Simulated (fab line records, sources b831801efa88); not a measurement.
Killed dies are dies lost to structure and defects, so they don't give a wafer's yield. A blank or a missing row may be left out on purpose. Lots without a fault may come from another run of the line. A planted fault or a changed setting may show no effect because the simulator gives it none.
Which tool did it? | flow sky130 | 24 lots, 72 wafers sampled, at 5 steps of a route of 708

WHAT THE GAUGES READ, wafer by wafer
SKY_FIELD_ISO_CD_MEAS_13: target cd 150 nm.
lot  | measured    | on        | cd_nm (nm)
L074 | day 2 05:15 | cd_sem-01 | 149.6 149.3 150.4
L075 | day 2 09:10 | cd_sem-01 | 149.6 148.8 149.1
L076 | day 2 16:32 | cd_sem-01 | 148.2 149.4 150.3
L077 | day 2 20:14 | cd_sem-02 | 152.7 153.3 151.6
L078 | day 3 01:59 | cd_sem-02 | 151.3 150.4 151.6
L079 | day 3 06:31 | cd_sem-02 | 148.5 149.2 148.6
L080 | day 3 12:31 | cd_sem-02 | 149.7 149.1 149.3
L081 | day 3 19:58 | cd_sem-01 | 146.6 147.6 147.8
L082 | day 3 22:51 | cd_sem-01 | 150.9 148.9 149.1
L083 | day 4 03:10 | cd_sem-01 | 151.7 152.5 149.6
L084 | day 4 08:11 | cd_sem-02 | 147.7 149.0 149.4
L085 | day 4 13:19 | cd_sem-01 | 147.1 148.3 147.6
L086 | day 4 19:01 | cd_sem-01 | 147.9 146.9 148.7
L087 | day 5 00:35 | cd_sem-01 | 149.0 148.4 148.9
L088 | day 5 04:10 | cd_sem-01 | 149.2 149.0 148.0
L089 | day 5 10:16 | cd_sem-02 | 151.0 150.8 151.7
L090 | day 5 15:57 | cd_sem-02 | 149.5 149.1 148.6
L091 | day 5 19:56 | cd_sem-02 | 148.7 148.4 150.8
L092 | day 6 00:56 | cd_sem-02 | 149.4 150.4 150.1
L093 | day 6 07:03 | cd_sem-02 | 148.3 149.5 148.0
L094 | day 6 12:37 | cd_sem-02 | 149.9 148.8 148.8
L095 | day 6 16:51 | cd_sem-02 | 150.5 150.0 149.3
L096 | day 7 01:09 | cd_sem-01 | 150.2 151.2 151.0
L097 | day 7 11:23 | cd_sem-01 | 150.3 148.2 149.9

SKY_POLY_CUT_OVL_MEAS_09.
lot  | measured     | on         | POLY_CUT_OVL (nm)
L074 | day 23 22:55 | overlay-02 | -6 -2 0
L075 | day 24 04:03 | overlay-01 | 15 9 3
L076 | day 24 22:44 | overlay-02 | 3 7 5
L077 | day 25 03:22 | overlay-02 | -1 9 -3
L078 | day 25 22:03 | overlay-02 | -10 -9 -7
L079 | day 26 00:18 | overlay-01 | 3 2 -3
L080 | day 26 10:49 | overlay-02 | -2 2 9
L081 | day 26 17:03 | overlay-02 | 5 -3 6
L082 | day 27 02:03 | overlay-01 | -13 -1 -10
L083 | day 27 13:39 | overlay-02 | 9 4 3
L084 | day 27 15:31 | overlay-02 | -1 4 11
L085 | day 27 23:25 | overlay-02 | -5 3 0
L086 | day 28 13:18 | overlay-02 | -8 -9 5
L087 | day 28 19:45 | overlay-01 | 6 -1 4
L088 | day 29 00:56 | overlay-01 | -6 3 7
L089 | day 29 11:42 | overlay-01 | 8 15 11
L090 | day 29 22:27 | overlay-02 | 1 7 -2
L091 | day 30 08:58 | overlay-01 | -4 -1 -5
L092 | day 31 05:59 | overlay-02 | -13 -9 -12
L093 | day 31 06:19 | overlay-01 | 3 0 5
L094 | day 31 10:35 | overlay-01 | -4 -3 1
L095 | day 31 06:51 | overlay-02 | -2 0 1
L096 | day 31 13:03 | overlay-02 | 3 5 5
L097 | day 32 02:23 | overlay-02 | -1 0 -2

SKY_CONTACT_OVL_MEAS_15.
lot  | measured     | on         | CONTACT_OVL (nm)
L074 | day 31 09:16 | overlay-02 | -4 0 6
L075 | day 31 12:42 | overlay-01 | 2 3 3
L076 | day 32 09:37 | overlay-02 | 6 -5 4
L077 | day 32 11:58 | overlay-02 | 1 -5 -3
L078 | day 33 03:15 | overlay-01 | -3 -7 -1
L079 | day 33 16:22 | overlay-01 | 1 5 -3
L080 | day 33 17:11 | overlay-01 | -4 -4 -6
L081 | day 33 19:13 | overlay-02 | 2 3 7
L082 | day 34 00:39 | overlay-02 | 1 -1 -1
L083 | day 34 14:13 | overlay-02 | 7 0 -1
L084 | day 34 15:13 | overlay-02 | 6 0 0
L085 | day 34 23:52 | overlay-02 | 14 3 7
L086 | day 35 10:09 | overlay-01 | 12 8 11
L087 | day 35 18:16 | overlay-01 | -5 6 8
L088 | day 35 21:23 | overlay-02 | 11 7 -1
L089 | day 36 06:58 | overlay-02 | 1 1 -7
L090 | day 36 17:25 | overlay-01 | -1 -1 0
L091 | day 37 03:52 | overlay-01 | 4 0 6
L092 | day 38 00:19 | overlay-01 | 0 5 5
L093 | day 38 00:40 | overlay-02 | -3 -6 -4
L094 | day 38 04:01 | overlay-01 | 5 5 1
L095 | day 38 02:58 | overlay-02 | -3 0 -1
L096 | day 38 09:04 | overlay-01 | 1 -1 1
L097 | day 38 18:58 | overlay-02 | 3 6 -2

SKY_METAL2_THK_MEAS_06: measures by xrf.
lot  | measured     | on            | METAL2_ALCU_THK (nm)
L074 | day 33 19:37 | film_metro-03 | 254 250 249
L075 | day 33 23:22 | film_metro-03 | 251 246 250
L076 | day 34 18:59 | film_metro-03 | 255 250 252
L077 | day 34 21:38 | film_metro-02 | 251 250 250
L078 | day 35 11:34 | film_metro-03 | 259 252 252
L079 | day 36 02:08 | film_metro-03 | 247 248 250
L080 | day 36 02:31 | film_metro-03 | 250 250 252
L081 | day 36 04:29 | film_metro-01 | 250 248 250
L082 | day 36 09:43 | film_metro-03 | 246 245 249
L083 | day 36 22:56 | film_metro-01 | 250 247 248
L084 | day 37 00:07 | film_metro-03 | 256 251 250
L085 | day 37 09:20 | film_metro-03 | 247 244 249
L086 | day 37 19:25 | film_metro-02 | 245 254 249
L087 | day 38 02:57 | film_metro-01 | 247 249 247
L088 | day 38 05:59 | film_metro-03 | 252 255 257
L089 | day 38 16:03 | film_metro-03 | 244 250 248
L090 | day 39 01:25 | film_metro-02 | 253 250 250
L091 | day 39 11:46 | film_metro-03 | 250 250 246
L092 | day 40 06:19 | film_metro-01 | 254 253 248
L093 | day 40 07:05 | film_metro-02 | 251 252 250
L094 | day 40 10:02 | film_metro-01 | 255 255 250
L095 | day 40 08:40 | film_metro-03 | 248 250 246
L096 | day 40 15:14 | film_metro-03 | 247 256 250
L097 | day 41 00:31 | film_metro-03 | 248 245 250

WHICH TOOL RAN EACH LOT (tool, then ch and the chambers of the sampled wafers, then the start)
lot  | SKY_METAL2_SPUTTER_01
L074 | pvd_sputter-04, day 33 19:23
L075 | pvd_sputter-01, day 33 23:08
L076 | pvd_sputter-02, day 34 18:43
L077 | pvd_sputter-02, day 34 21:24
L078 | pvd_sputter-04, day 35 11:19
L079 | pvd_sputter-04, day 36 01:54
L080 | pvd_sputter-02, day 36 02:16
L081 | pvd_sputter-02, day 36 04:15
L082 | pvd_sputter-04, day 36 09:29
L083 | pvd_sputter-02, day 36 22:42
L084 | pvd_sputter-04, day 36 23:52
L085 | pvd_sputter-04, day 37 09:05
L086 | pvd_sputter-01, day 37 19:11
L087 | pvd_sputter-02, day 38 02:43
L088 | pvd_sputter-02, day 38 05:45
L089 | pvd_sputter-04, day 38 15:49
L090 | pvd_sputter-04, day 39 01:11
L091 | pvd_sputter-04, day 39 11:31
L092 | pvd_sputter-04, day 40 06:05
L093 | pvd_sputter-01, day 40 06:52
L094 | pvd_sputter-04, day 40 09:48
L095 | pvd_sputter-01, day 40 08:26
L096 | pvd_sputter-04, day 40 14:59
L097 | pvd_sputter-04, day 41 00:17
- SKY_METAL2_SPUTTER_01: material TiN, target thk 20 nm, time 16.7 s.

WHAT THE TOOLS THEMSELVES READ (means of the sampled wafers that have a number; where no wafer has one, the mark that the record gives instead)
SKY_METAL2_SPUTTER_01.
lot  | tool           | throttle_valve_pct (%)
L074 | pvd_sputter-04 | 30.1
L075 | pvd_sputter-01 | 29.5
L076 | pvd_sputter-02 | 28.7
L077 | pvd_sputter-02 | 29.7
L078 | pvd_sputter-04 | 30.8
L079 | pvd_sputter-04 | 30.5
L080 | pvd_sputter-02 | 29.6
L081 | pvd_sputter-02 | 29.7
L082 | pvd_sputter-04 | 30.2
L083 | pvd_sputter-02 | 28.5
L084 | pvd_sputter-04 | 29.6
L085 | pvd_sputter-04 | 29.9
L086 | pvd_sputter-01 | 29.5
L087 | pvd_sputter-02 | 29.1
L088 | pvd_sputter-02 | 28.8
L089 | pvd_sputter-04 | 30.4
L090 | pvd_sputter-04 | 29.7
L091 | pvd_sputter-04 | 30.3
L092 | pvd_sputter-04 | 30.6
L093 | pvd_sputter-01 | 30.0
L094 | pvd_sputter-04 | 30.2
L095 | pvd_sputter-01 | 29.6
L096 | pvd_sputter-04 | 29.8
L097 | pvd_sputter-04 | 29.6

THE ANSWER, worked out from the rows above alone
Rule: what is usual is taken from the lots themselves. Put in order of their means at a reading, lots are off if they are a third of the lots or fewer, leave a main group of 4 or more, and stand apart from it by a gap of 3 or more times the standard deviation of the main group's means; of several such gaps the widest counts. A main group whose means are all the same, to the digits that the tables above print for the reading, isn't used. A lot without any number at a reading at which 4 lots or more have one is off too. The other lots that the step has rows for count as sound. The gauges are gone through in route order, then the tools' own readings, and for those a lot's mean is taken as printed above. The first step at which some lot is off is used, and at that step the reading that is off furthest; a lot without a number counts as furthest.
No lot is off at any reading shown: from this, nothing can be told.

WHAT THE SIMULATOR HAD PUT IN
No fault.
